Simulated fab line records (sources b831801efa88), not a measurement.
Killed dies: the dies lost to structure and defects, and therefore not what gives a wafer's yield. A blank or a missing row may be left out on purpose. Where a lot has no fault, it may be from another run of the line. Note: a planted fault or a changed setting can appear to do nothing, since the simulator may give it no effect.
Which tool is to blame? -- flow sky130 -- 12 lots, 36 wafers sampled, at 5 steps of a route of 708

WHAT THE GAUGES SHOWED, per wafer
SKY_VT_ADJUST_LVTN_OVL_MEAS_18.
lot,measured,on,VT_ADJUST_LVTN_01_OVL (nm)
L463,day 8 00:45,overlay-01,-1.6 -3.2 -0.7
L465,day 8 12:40,overlay-02,-0.8 0.6 -0.7
L467,day 9 01:05,overlay-01,-2.7 -1.2 -3.4
L469,day 9 15:56,overlay-02,-2.6 -1.2 -0.8
L470,day 9 22:22,overlay-02,0.4 0.4 -1.2
L471,day 10 04:01,overlay-01,-0.6 -0.5 -1.6
L474,day 11 01:11,overlay-02,-1.5 -0.3 -1.6
L476,day 11 17:40,overlay-02,-0.6 -1.1 -1.8
L479,day 12 17:38,overlay-01,-2.5 -2.7 -3.6
L480,day 13 00:53,overlay-02,-2.6 -3.8 -3.5
L481,day 13 04:43,overlay-01,-1.8 -1.1 -2.8
L482,day 13 08:04,overlay-01,0.4 -3.6 -1.2

SKY_SONOS_TUNNEL_CD_MEAS_07 targets a cd of 410 nm.
lot,measured,on,cd_nm (nm)
L463,day 11 17:59,cd_sem-01,415 414 412
L465,day 12 06:10,cd_sem-01,407 410 409
L467,day 12 21:07,cd_sem-01,409 410 410
L469,day 13 13:38,cd_sem-01,405 404 407
L470,day 13 21:20,cd_sem-01,410 407 409
L471,day 14 04:11,cd_sem-01,413 411 414
L474,day 15 04:43,cd_sem-02,410 411 410
L476,day 15 22:49,cd_sem-02,414 415 416
L479,day 16 21:23,cd_sem-02,414 412 413
L480,day 17 03:37,cd_sem-02,412 411 411
L481,day 17 08:35,cd_sem-02,409 408 409
L482,day 17 12:11,cd_sem-02,409 407 408

SKY_GATE_OXIDE_THK_MEAS_02.
lot,measured,on,GATE_OXIDE_OXIDATION_00_THK (nm)
L463,day 13 03:31,film_metro-03,10.58 10.72 10.60
L465,day 13 16:41,film_metro-01,10.26 10.08 10.01
L467,day 18 00:02,film_metro-04,10.36 10.27 10.40
L469,day 18 01:27,film_metro-01,10.27 10.39 10.42
L470,day 18 01:27,film_metro-04,10.44 10.60 10.41
L471,day 18 00:42,film_metro-03,10.11 10.36 10.16
L474,day 18 09:22,film_metro-03,10.39 10.28 10.14
L476,day 18 09:23,film_metro-01,10.13 9.82 10.06
L479,day 18 15:50,film_metro-03,5.90 6.12 5.93 5.85 6.14 6.00
L480,day 18 22:48,film_metro-01,6.03 6.21 6.08 6.07 6.17 6.00
L481,day 19 00:01,film_metro-04,9.96 10.12 9.86
L482,day 19 05:07,film_metro-03,10.23 9.88 10.11

WHICH TOOL RAN EACH LOT (tool, then ch and the chambers of the sampled wafers, then the start)
lot,SKY_VT_ADJUST_LVTN_STRIP_20,SKY_GATE_OXIDE_OXIDATION_01
L463,"plasma_asher-01 ch 1, day 8 00:56","furnace-01 ch 0, day 13 02:05"
L465,"plasma_asher-04 ch 0,1, day 8 12:51","furnace-02 ch 0, day 13 15:16"
L467,"plasma_asher-02 ch 0,1, day 9 01:17","furnace-01 ch 0, day 17 22:38"
L469,"plasma_asher-04 ch 0,1, day 9 16:08","furnace-01 ch 0, day 18 00:02"
L470,"plasma_asher-01 ch 0,1, day 9 22:32","furnace-01 ch 0, day 18 00:02"
L471,"plasma_asher-04 ch 0,1, day 10 04:12","furnace-02 ch 0, day 17 23:17"
L474,"plasma_asher-01 ch 0,1, day 11 01:23","furnace-02 ch 0, day 18 07:57"
L476,"plasma_asher-02 ch 0,1, day 11 17:53","furnace-02 ch 0, day 18 07:57"
L479,"plasma_asher-04 ch 0,1, day 12 17:50","furnace-01 ch 0, day 18 14:25"
L480,"plasma_asher-02 ch 0,1, day 13 01:05","furnace-01 ch 0, day 18 21:23"
L481,"plasma_asher-02 ch 0,1, day 13 04:53","furnace-02 ch 0, day 18 22:36"
L482,"plasma_asher-04 ch 0,1, day 13 08:15","furnace-02 ch 0, day 19 03:43"
- SKY_VT_ADJUST_LVTN_STRIP_20: strips in O2/N2.
- SKY_GATE_OXIDE_OXIDATION_01: stabilise 600 s, purge 300 s, target thk 10.268 nm.

AS READ BY THE TOOLS THEMSELVES (means over the sampled wafers that have a number; for cases with no such wafer, the mark the record gives instead)
SKY_VT_ADJUST_LVTN_STRIP_20.
lot,tool,drypump_motor_current_A (A),oes_product_au (a.u.),strip_time_to_endpoint_s (s)
L463,plasma_asher-01,5.6,0.720,14.17
L465,plasma_asher-04,5.6,0.717,14.13
L467,plasma_asher-02,5.8,0.712,14.14
L469,plasma_asher-04,6.1,0.716,14.23
L470,plasma_asher-01,5.5,0.716,14.23
L471,plasma_asher-04,6.1,0.709,14.24
L474,plasma_asher-01,5.5,0.721,14.18
L476,plasma_asher-02,6.2,0.715,14.23
L479,plasma_asher-04,5.6,0.719,14.18
L480,plasma_asher-02,6.3,0.717,14.22
L481,plasma_asher-02,5.8,0.716,14.21
L482,plasma_asher-04,6.1,0.712,14.10

SKY_GATE_OXIDE_OXIDATION_01.
lot,tool,spike_tc_bottom_C (C),spike_tc_centre_C (C)
L463,furnace-01,920,898.1
L465,furnace-02,911,900.7
L467,furnace-01,920,898.0
L469,furnace-01,920,897.5
L470,furnace-01,921,898.4
L471,furnace-02,911,901.3
L474,furnace-02,912,901.2
L476,furnace-02,910,900.1
L479,furnace-01,921,898.4
L480,furnace-01,920,897.5
L481,furnace-02,913,900.8
L482,furnace-02,910,901.9

THE ANSWER, worked out from the rows above alone
Rule: the usual values come from the lots themselves. Put in order of their means at a reading, lots are off if they are a third of the lots or fewer, leave a main group of 4 or more, and stand apart from it by a gap of 3 or more times the standard deviation of the main group's means; of several such gaps the widest counts. If all means in a main group match to the digits the tables above print for the reading, that group is not used. A lot without any number at a reading at which 4 lots or more have one is off too. The other lots that the step has rows for count as sound. The gauges are gone through in route order, then the tools' own readings, and for those a lot's mean is taken as printed above. The first step at which some lot is off is used, and at that step the reading that is off furthest; a lot without a number counts as furthest.
Off: L479, L480, at SKY_GATE_OXIDE_THK_MEAS_02 (GATE_OXIDE_OXIDATION_00_THK). The main group has a mean of 10.25 nm with a standard deviation of 0.2.
A tool fits if, at a process step before that reading, it ran every lot that is off, and no sound lot after the first of them. Gauges at SKY_GATE_OXIDE_THK_MEAS_02: tried the same way as those tools. One candidate fits, namely furnace-01 at SKY_GATE_OXIDE_OXIDATION_01. Its last sound lot is L469 (day 18 00:02), its first lot that is off L479 (day 18 14:25): a fault that began between those two fits.

WHAT THE SIMULATOR HAD INSERTED
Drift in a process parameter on furnace-01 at SKY_GATE_OXIDE_OXIDATION_01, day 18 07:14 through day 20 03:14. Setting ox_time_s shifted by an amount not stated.
Shown lots that were struck: L479, L480. This agrees with what the rule above found.
